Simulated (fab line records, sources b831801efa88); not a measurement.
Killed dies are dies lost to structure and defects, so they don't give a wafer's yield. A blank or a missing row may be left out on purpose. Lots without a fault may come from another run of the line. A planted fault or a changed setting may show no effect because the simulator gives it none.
fab line records | flow sky130
record lots=5 wafers=15 last_day=49
route steps=708 shown GATE_OXIDE@192 POLY_GATE@204 RES_PROTECT@206 PAD_OPEN@708
lots that met no fault: from a run of the same line without faults
start_h: hours from the record's first day to the start of the lot's first wafer shown | wait_h: hours since the lot's step before | " the same as in the row above | L1.1+2: a row that stands for several wafers | - no value, or no start given | * or withheld: withheld | < > ~ a bound
route shown NAME@n: a module of which the file shows steps, and the number in the route of the first | usual: mean/standard deviation of fault-free wafers | same: alike in all rows | chamber/n: place in a boat | sites: the reading at each site | _std_site: their standard deviation | _edge_site: outer sites' mean less inner sites' | radius_mm: how far each site lies from the wafer's centre | mask NAME#n: copy n | behind: the tool/chamber that last shaped the wafer | hold: why the lot was held/for how many hours/how that ended | device: the transistor (n, p or np) that didn't switch | end of line: the same wafers' tests at the end of the route | a step without rows: its recipe alone | killed: dies lost to structure and defects at the first sort, not the wafer's yield | map: a wafer's dies, x killed, . not, _ none there
set.NAME: the setting as run; set.NAME@STEP: as run at that earlier step | model.NAME: the simulator's own value behind a step, which no gauge read
lots at some steps of the route; a table a step, a row a wafer
services: from which hour (start_h, from the record's first day; less than 0 if before it) a tool's chamber was out of use, for how many hours, and why
## steps
# step SKY_GATE_OXIDE_COAT_05
# recipe resist=NOVOLAK spin_rpm=3000 resist_thk_nm=1140
# step SKY_GATE_OXIDE_SOFTBAKE_06
# recipe temp_c=90 time_s=60 resist=NOVOLAK
# step SKY_GATE_OXIDE_EXPOSE_07
# recipe mask_id=LVOM na=0.6 source_shape=conventional sigma_outer=0.6 polarization=unpolarized target_cd_nm=600 dose_mj=170
# step SKY_GATE_OXIDE_PEB_08
# recipe temp_c=withheld time_s=* resist=NOVOLAK
# step SKY_GATE_OXIDE_DEVELOP_09
# recipe resist=NOVOLAK developer=TMAH develop_time_s=60 dev_temp_c=23
# step SKY_GATE_OXIDE_IMPLANT_11
# recipe species=B energy_kev=10 dose_cm2=2.6e+12 tilt_deg=withheld
# step SKY_GATE_OXIDE_WET_ETCH_12
# recipe chemistry=dHF target_depth_nm=16.8 dry=n2_spin target=SiO2 dilution=100:1 temp_c=25 time_s=336
# step SKY_GATE_OXIDE_STRIP_13
# recipe chemistry=O2/N2 power_w=1400 pressure_mtorr=1500 platen_temp_c=withheld o2_flow_sccm=3000 n2_flow_sccm=300 overash_fraction=0.5
# step SKY_GATE_OXIDE_CLEAN_15
# recipe chemistry=SC1/SC2 mix=1:4:20 temp_c=70 time_s=150 dry=n2_spin
# step SKY_GATE_OXIDE_OXIDATION_16
# recipe temp_c=800 ambient=O2 idle_temp_c=700 ramp_up_c_per_min=10 ramp_down_c_per_min=3 stabilise_s=600 purge_s=300 target_thk_a=35.7 ox_time_s=1915
# step SKY_POLY_GATE_CVD_00
# recipe material=poly-Si target_thk_nm=180 temp_c=620 time_s=720 pressure_mtorr=200
# usual spike_tc_bottom_C=642.6/1.2 spike_tc_centre_C=621.2/1 spike_tc_lower_C=620.0/1.1 spike_tc_upper_C=618.9/0.97 zone_power_centre_pct=9.21/0.3 zone_power_lower_pct=7.6/1.3 zone_power_top_pct=21.3/0.34 zone_power_upper_pct=8.1/0.32
# columns lot.wafer tool chamber start_h wait_h spike_tc_bottom_C spike_tc_centre_C spike_tc_lower_C spike_tc_upper_C zone_power_centre_pct zone_power_lower_pct zone_power_top_pct zone_power_upper_pct model.poly-Si_of_POLY_GATE_CVD_00.thk_nm
L811.1 lpcvd-01 1 334.32 0.0 645.1 590.6 623.8 624.9 3.77 8.4 20.6 10.3 173.3
L811.2 " 1 " " 642.9 591.2 624.0 623.7 3.72 8.4 21.3 10.2 169.1
L811.5 " 1 " " 641.9 587.6 623.9 622.9 3.87 8.3 21.2 10.1 152.3
L812.1 lpcvd-01 1 353.94 2.1 641.9 589.9 625.5 623.9 3.77 8.3 21.3 10.1 146.6
L812.3 " 1 " " 642.1 587.9 624.1 622.1 3.80 8.4 20.6 10.1 157.7
L812.6 " 1 " " 642.0 589.0 622.8 623.6 3.79 8.3 21.1 10.1 175.1
L813.1 lpcvd-01 1 355.26 0.7 641.7 590.4 622.2 623.3 3.86 8.4 21.1 10.2 138.5
L813.2 " 1 " " 645.2 590.6 624.9 624.2 3.81 8.3 21.3 10.3 132.3
L813.4 " 1 " " 642.8 589.4 623.9 623.7 3.75 8.3 20.9 10.1 130.1
L824.2 lpcvd-01 0 483.33 6.0 642.6 621.6 621.0 617.3 9.46 9.0 21.5 8.4 179.9
L824.5 " 0 " " 642.8 621.5 621.8 620.1 9.51 9.0 21.0 8.5 179.7
L824.6 " 0 " " 641.6 621.9 619.8 618.1 9.39 9.1 20.9 8.4 180.9
L827.1 lpcvd-01 1 490.49 0.0 642.2 621.1 620.0 619.7 9.07 6.4 22.0 7.9 179.5
L827.3 " 1 " " 640.5 621.0 617.6 620.4 8.99 6.5 21.7 7.7 178.1
L827.5 " 1 " " 644.1 621.6 618.9 619.2 9.06 6.4 21.6 7.8 178.7
# step SKY_POLY_GATE_THK_MEAS_01
# recipe reads=poly-Si_of_POLY_GATE_CVD_00
# usual POLY_GATE_CVD_00_THK=180.1/1.5
# columns lot.wafer tool chamber start_h wait_h POLY_GATE_CVD_00_THK[nm]
L811.1 film_metro-01 - 335.52 0.0 173.3
L811.2 " - " " 169.2
L811.5 " - " " 152.2
L812.1 film_metro-01 - 355.14 0.0 146.5
L812.3 " - " " 157.8
L812.6 " - " " 175.1
L813.1 film_metro-01 - 356.46 0.0 138.6
L813.2 " - " " 132.4
L813.4 " - " " 130.2
L824.2 film_metro-01 - 484.60 0.1 180.0
L824.5 " - " " 179.7
L824.6 " - " " 181.0
L827.1 film_metro-01 - 491.69 0.0 179.4
L827.3 " - " " 178.0
L827.5 " - " " 178.8
# step SKY_RES_PROTECT_DEHYDRATE_00
# recipe temp_c=200 time_s=60
# step SKY_RES_PROTECT_HMDS_01
# recipe prime_time_s=60 prime_temp_c=120
# step SKY_RES_PROTECT_COAT_02
# recipe resist=NOVOLAK spin_rpm=3000 resist_thk_nm=1140
# step SKY_RES_PROTECT_SOFTBAKE_03
# recipe temp_c=90 time_s=60 resist=NOVOLAK
# step SKY_RES_PROTECT_EXPOSE_04
# recipe mask_id=RPM na=0.6 source_shape=conventional sigma_outer=0.6 polarization=unpolarized target_cd_nm=1270 dose_mj=131
# step SKY_RES_PROTECT_PEB_05
# recipe temp_c=withheld time_s=* resist=NOVOLAK
# step SKY_RES_PROTECT_DEVELOP_06
# recipe resist=NOVOLAK developer=TMAH develop_time_s=60 dev_temp_c=23
# step SKY_POLY_GATE_IMPLANT_02
# recipe species=P energy_kev=30 dose_cm2=7.7e+15 tilt_deg=0
# step SKY_RES_PROTECT_STRIP_07
# recipe chemistry=O2/N2 power_w=1400 pressure_mtorr=1500 platen_temp_c=withheld o2_flow_sccm=3000 n2_flow_sccm=300 overash_fraction=0.5
# step SKY_RES_PROTECT_CLEAN_09
# recipe chemistry=SC1/SC2 mix=1:4:20 temp_c=70 time_s=150 dry=n2_spin
# columns lot.wafer tool chamber start_h wait_h model.poly-Si_of_POLY_GATE_CVD_00.thk_nm
L811.1 wet_bench-03 1 363.21 0.1 172.6
L811.2 " 1 " " 168.5
L811.5 " 1 " " 151.6
L812.1 wet_bench-04 2 383.71 0.1 145.9
L812.3 " 2 " " 157.1
L812.6 " 2 " " 174.5
L813.1 wet_bench-01 1 385.18 0.1 137.9
L813.2 " 1 " " 131.7
L813.4 " 1 " " 129.5
L824.2 wet_bench-01 0 516.06 0.0 179.3
L824.5 " 0 " " 179.1
L824.6 " 0 " " 180.3
L827.1 wet_bench-03 3 523.21 0.1 178.8
L827.3 " 3 " " 177.4
L827.5 " 3 " " 178
# step SKY_POLY_GATE_CVD_03
# recipe material=Si3N4 precursor=DCS/NH3 target_thk_nm=75 temp_c=770 time_s=1290 pressure_mtorr=250
# step SKY_POLY_GATE_DEHYDRATE_05
# recipe temp_c=200 time_s=60
# step SKY_POLY_GATE_HMDS_06
# recipe prime_time_s=60 prime_temp_c=120
# step SKY_POLY_GATE_COAT_07
# recipe resist=BARC temp_c=withheld time_s=withheld spin_rpm=3000 resist_thk_nm=110
# step SKY_POLY_GATE_COAT_08
# recipe resist=KrF-thick spin_rpm=3000 resist_thk_nm=450
# step SKY_POLY_GATE_SOFTBAKE_09
# recipe temp_c=100 time_s=90 resist=KrF-thick
# step SKY_POLY_GATE_EXPOSE_10
# recipe mask_id=P1M na=0.68 source_shape=conventional sigma_outer=0.6 target_cd_nm=150 dose_mj=28
# step SKY_POLY_GATE_PEB_11
# recipe peb_temp_c=withheld peb_time_s=withheld resist=KrF-thick
# step SKY_POLY_GATE_DEVELOP_12
# recipe develop_time_s=60 resist=KrF-thick dev_temp_c=21
# step SKY_POLY_GATE_ETCH_15
# recipe chemistry=N2/H2 target=BARC ion_energy_ev=200 source_w=500 bias_w=100 pressure_mtorr=30 n2_flow_sccm=100 h2_flow_sccm=200 stop_on=SiO2 time_s=118.5 target_depth_a=1100
# step SKY_POLY_GATE_ETCH_16
# recipe stop_on=poly-Si chemistry=CH3F/O2 target=Si3N4 source_w=400 bias_w=80 pressure_mtorr=25 ch3f_flow_sccm=40 O2_flow_sccm=30 time_s=147.5 target_depth_a=750
# step SKY_POLY_GATE_ETCH_17
# recipe target_depth_nm=180 stop_on=SiO2 over_etch_frac=0.56667 chemistry=HBr/Cl2 target=poly-Si icp_w=400 bias_w=100 pressure_mtorr=10 HBr_flow_sccm=150 Cl2_flow_sccm=50 time_s=70.5
# usual drypump_motor_current_A=5.8/0.5 oes_product_au=0.985/0.01 throttle_valve_pct=33.683/0.0081
# columns lot.wafer tool chamber start_h wait_h drypump_motor_current_A oes_product_au rf_hours_counter_h throttle_valve_pct model.POLY_GATE.feature_depth_nm model.etch.depth_nm
L811.1 rie_si-01 1 398.00 0.0 5.2 0.958 2 33.678 172.6 172.6
L811.2 " 2 " " 5.3 0.956 1 33.688 168.5 168.5
L811.5 " 0 " " 6.6 0.888 - 33.673 151.6 151.6
L812.1 rie_si-02 1 415.69 0.0 5.8 0.858 6 33.690 145.9 145.9
L812.3 " 3 " " 5.9 0.906 71 33.675 157.1 157.1
L812.6 " 1 " " 5.8 0.965 - 33.685 173.1 173.1
L813.1 rie_si-01 1 418.64 0.0 5.2 0.827 2 33.674 137.9 137.9
L813.2 " 0 " " 6.6 0.805 5 33.687 131.7 131.7
L813.4 " 2 " " 5.3 0.803 1 33.689 129.5 129.5
L824.2 rie_si-01 2 549.79 0.0 5.3 0.980 2 33.683 179.3 179.3
L824.5 " 0 " " 6.6 0.978 - 33.677 175.4 175.4
L824.6 " 3 " " 6.5 0.991 - 33.687 180.3 180.3
L827.1 rie_si-02 0 555.84 0.0 5.7 0.965 5 33.687 174.9 174.9
L827.3 " 3 " " 5.9 0.990 0 33.686 177.4 177.4
L827.5 " 0 " " 5.8 0.970 - 33.689 174.1 174.1
# step SKY_POLY_GATE_STRIP_18
# recipe chemistry=O2/N2 power_w=1400 pressure_mtorr=1500 platen_temp_c=withheld o2_flow_sccm=3000 n2_flow_sccm=300 overash_fraction=0.5
# step SKY_PAD_OPEN_PROBE_99
# usual killed_at_M0_to_M3=42/6.3 killed_at_M4_up=3.2/1.9 killed_at_contacts=24/5.8 killed_at_front_end=15/4.3 killed_at_other=0.2/0.62 killed_dies=85/9.3 killed_open=46/6.8 killed_short=38/6.1
# same gross_dies=492 killed_at_back_side=0
# columns lot.wafer tool chamber start_h wait_h killed_at_M0_to_M3 killed_at_M4_up killed_at_contacts killed_at_front_end killed_at_other killed_dies killed_open killed_short model.etest.res_high_po.line_ohm_um model.etest.res_poly.line_ohm_um model.etest.tip_sonos.rs_ohm_sq model.etest.res_high_po.rs_ohm_sq model.etest.res_poly.rs_ohm_sq model.etest.cap_li_to_poly.c_af_um2
L811.1 prober-02 - 1092.82 0.1 45 0 20 15 0 80 42 38 734.6 495.3 2626 257.9 48.79 90.82
L811.2 prober-02 - 1092.87 0.1 47 2 18 18 0 85 44 41 756.5 513.1 2566 265.8 49.84 91.68
L811.5 prober-02 - 1093.02 0.2 49 4 27 13 1 94 53 41 862.3 609.4 2556 300.8 56.47 89.42
L812.1 prober-01 - 1096.91 0.1 38 4 25 17 0 84 48 35 892.5 579.1 2626 316.2 58.93 89.15
L812.3 prober-01 - 1097.01 0.2 50 3 22 16 0 91 52 37 845 585.1 2600 296.2 54.39 91.78
L812.6 prober-01 - 1097.16 0.2 31 4 19 23 1 78 40 36 756.3 522.2 2694 271.7 50.04 95.38
L813.1 prober-02 - 1101.14 0.1 48 3 20 16 2 89 51 38 967.7 679.1 2557 337.3 63.24 88.37
L813.2 prober-02 - 1101.19 0.1 41 4 36 13 0 94 47 47 980.2 675 2586 351.5 66.44 85.67
L813.4 prober-02 - 1101.29 0.2 35 3 26 14 0 78 42 36 988 663.8 2518 350.8 66.88 86.85
L824.2 prober-01 - 1184.46 0.1 37 6 16 17 0 76 40 36 739.7 484.2 2506 260 48.14 99.46
L824.5 prober-01 - 1184.61 0.2 46 2 24 15 0 87 52 35 751.6 507.6 2545 260.5 47.6 98.78
L824.6 prober-01 - 1184.66 0.2 50 3 32 14 0 99 52 47 738.9 510.6 2551 259.9 48.2 97.52
L827.1 prober-02 - 1185.08 0.1 43 1 31 17 4 96 59 35 737.1 510.8 2760 258.6 46.81 98.33
L827.3 prober-02 - 1185.18 0.2 47 2 17 15 1 82 38 44 732.5 482.9 2719 259.9 47.55 94.7
L827.5 prober-02 - 1185.28 0.2 41 2 23 15 0 81 46 35 741.3 498.7 2736 260.8 47.81 98.35
# killed by level:class
L811.1 CONTACT:geometric_particle:open=8 VIA3:geometric_particle:open=8 METAL3:geometric_particle:short=7 VIA1:geometric_particle:open=6 VIA2:geometric_particle:short=6 METAL1:geometric_particle:short=5 POLY_GATE:geometric_particle:open=4 POLY_GATE:geometric_particle:short=4
L811.2 METAL1:geometric_particle:short=12 VIA1:geometric_particle:open=10 POLY_GATE:geometric_particle:open=7 FIELD_ISO:geometric_particle:open=6 METAL2:geometric_particle:short=5 VIA3:geometric_particle:open=5 CONTACT:geometric_particle:open=4 LOCAL_INTERCONNECT:geometric_particle:short=4
L811.5 VIA1:geometric_particle:open=14 LI_CONTACT:geometric_particle:open=10 METAL1:geometric_particle:short=9 CONTACT:geometric_particle:open=8 VIA2:geometric_particle:open=7 POLY_GATE:geometric_particle:open=6 VIA3:geometric_particle:open=4 VIA1:geometric_particle:short=4
L812.1 LI_CONTACT:geometric_particle:open=8 CONTACT:geometric_particle:open=7 VIA1:geometric_particle:open=7 CONTACT:geometric_particle:short=5 METAL2:geometric_particle:short=5 VIA2:geometric_particle:open=5 VIA3:geometric_particle:short=5 VIA3:geometric_particle:open=5
L812.3 VIA1:geometric_particle:open=15 CONTACT:geometric_particle:open=8 LI_CONTACT:geometric_particle:open=7 VIA2:geometric_particle:open=6 METAL2:geometric_particle:short=6 POLY_GATE:geometric_particle:open=5 LI_CONTACT:geometric_particle:short=4 METAL1:geometric_particle:short=4
L812.6 CONTACT:geometric_particle:open=8 LI_CONTACT:geometric_particle:open=6 POLY_GATE:geometric_particle:open=5 VIA1:geometric_particle:open=5 METAL2:geometric_particle:short=5 FIELD_ISO:geometric_particle:short=4 POLY_GATE:geometric_particle:short=4 VIA2:geometric_particle:short=4
L813.1 VIA1:geometric_particle:open=15 FIELD_ISO:geometric_particle:short=9 LI_CONTACT:geometric_particle:open=8 VIA2:geometric_particle:open=8 METAL2:geometric_particle:short=6 CONTACT:geometric_particle:open=6 VIA3:geometric_particle:open=6 METAL3:geometric_particle:short=5
L813.2 CONTACT:geometric_particle:open=14 CONTACT:geometric_particle:short=9 LOCAL_INTERCONNECT:geometric_particle:short=8 VIA1:geometric_particle:open=8 VIA1:geometric_particle:short=6 METAL2:geometric_particle:short=6 FIELD_ISO:geometric_particle:open=5 VIA3:geometric_particle:open=5
L813.4 CONTACT:geometric_particle:open=9 CONTACT:geometric_particle:short=9 VIA1:geometric_particle:open=8 VIA3:geometric_particle:open=6 LI_CONTACT:geometric_particle:open=5 METAL2:geometric_particle:short=5 FIELD_ISO:geometric_particle:open=4 VIA2:geometric_particle:open=4
L824.2 VIA1:geometric_particle:open=10 POLY_GATE:geometric_particle:open=7 LI_CONTACT:geometric_particle:open=6 METAL2:geometric_particle:short=5 VIA3:geometric_particle:short=5 CONTACT:geometric_particle:short=4 VIA1:geometric_particle:short=4 VIA2:geometric_particle:short=4
L824.5 VIA3:geometric_particle:open=11 VIA1:geometric_particle:open=9 CONTACT:geometric_particle:open=8 LI_CONTACT:geometric_particle:open=7 FIELD_ISO:geometric_particle:short=5 METAL1:geometric_particle:short=5 VIA1:geometric_particle:short=4 VIA2:geometric_particle:open=4
L824.6 CONTACT:geometric_particle:open=14 VIA1:geometric_particle:open=9 VIA3:geometric_particle:open=8 VIA1:geometric_particle:short=7 CONTACT:geometric_particle:short=6 FIELD_ISO:geometric_particle:short=5 LI_CONTACT:geometric_particle:open=5 VIA2:geometric_particle:open=5
L827.1 CONTACT:geometric_particle:open=12 VIA1:geometric_particle:open=11 LI_CONTACT:geometric_particle:open=9 METAL2:geometric_particle:short=7 VIA3:geometric_particle:open=6 VIA2:geometric_particle:open=4 FIELD_ISO:geometric_particle:short=3 FIELD_ISO:geometric_particle:open=3
L827.3 METAL1:geometric_particle:short=10 VIA1:geometric_particle:open=8 VIA1:geometric_particle:short=7 METAL2:geometric_particle:short=7 SPACER:geometric_particle:open=6 LI_CONTACT:geometric_particle:open=5 CONTACT:geometric_particle:short=4 CONTACT:geometric_particle:open=4
L827.5 VIA2:geometric_particle:open=12 CONTACT:geometric_particle:open=8 LI_CONTACT:geometric_particle:open=7 METAL2:geometric_particle:short=7 VIA1:geometric_particle:open=6 FIELD_ISO:geometric_particle:short=5 METAL1:geometric_particle:short=5 LOCAL_INTERCONNECT:geometric_particle:short=4
## services
# columns tool chamber start_h hours kind
rie_si-01 0 334.40 8.8 repair
lpcvd-01 - 347.83 6.1 pm
rie_si-02 1 353.21 1.2 repair
rie_si-01 - 379.18 0.2 repair
lpcvd-01 - 385.56 2.8 pm
rie_si-02 3 393.15 2.5 repair
wet_bench-01 - 411.09 46.6 pm
rie_si-01 - 412.82 1.2 repair
rie_si-02 3 429.86 - clean
rie_si-02 3 429.86 18.6 scheduled_down
rie_si-02 3 429.86 18.6 vent_cycle
lpcvd-01 - 440.63 14.6 pm
lpcvd-01 - 455.23 28.1 pm
wet_bench-01 - 474.21 0.6 repair
rie_si-01 - 475.39 0.3 repair
wet_bench-01 - 491.62 10.7 repair
rie_si-01 3 515.38 1.2 repair
lpcvd-01 - 545.64 0.9 repair
## key
first_sign step=SKY_POLY_GATE_CVD_00 reading=spike_tc_centre_C direction=down sigmas=30 usual=621.2 struck=589.6
effect step=SKY_POLY_GATE_CVD_00 reading=zone_power_centre_pct direction=down sigmas=18 usual=9.21 struck=3.79
effect step=SKY_POLY_GATE_THK_MEAS_01 reading=POLY_GATE_CVD_00_THK direction=down sigmas=19 usual=180.1 struck=152.8
effect step=SKY_POLY_GATE_ETCH_17 reading=oes_product_au direction=down sigmas=9.7 usual=0.985 struck=0.885 wafers_moved=8
model_effect step=SKY_POLY_GATE_CVD_00 value=poly-Si_of_POLY_GATE_CVD_00.thk_nm without=180.8 struck=152.8
model_effect step=SKY_RES_PROTECT_CLEAN_09 value=poly-Si_of_POLY_GATE_CVD_00.thk_nm without=180.2 struck=152.2
model_effect step=SKY_POLY_GATE_ETCH_17 value=POLY_GATE.feature_depth_nm without=177.2 struck=152
model_effect step=SKY_PAD_OPEN_PROBE_99 value=etest.res_high_po.line_ohm_um without=733.2 struck=864.8
met_at SKY_POLY_GATE_CVD_00
struck_wafers L811.1,L811.2,L811.5,L812.1,L812.3,L812.6,L813.1,L813.2,L813.4
tester_left_out L811,L812,L813
fault kind=process_parameter_drift tool=lpcvd-01 chamber=- onset_h=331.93 steps=SKY_POLY_GATE_CVD_00 channel=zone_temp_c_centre offset=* shape=step end_h=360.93
# tester_left_out: of these lots the tester's yield and bins aren't shown, on N5 and GAA mostly nor the transistor test; their killed dies are dies lost to structure and defects alone, not to doping, threshold or leakage, so they don't give the yield
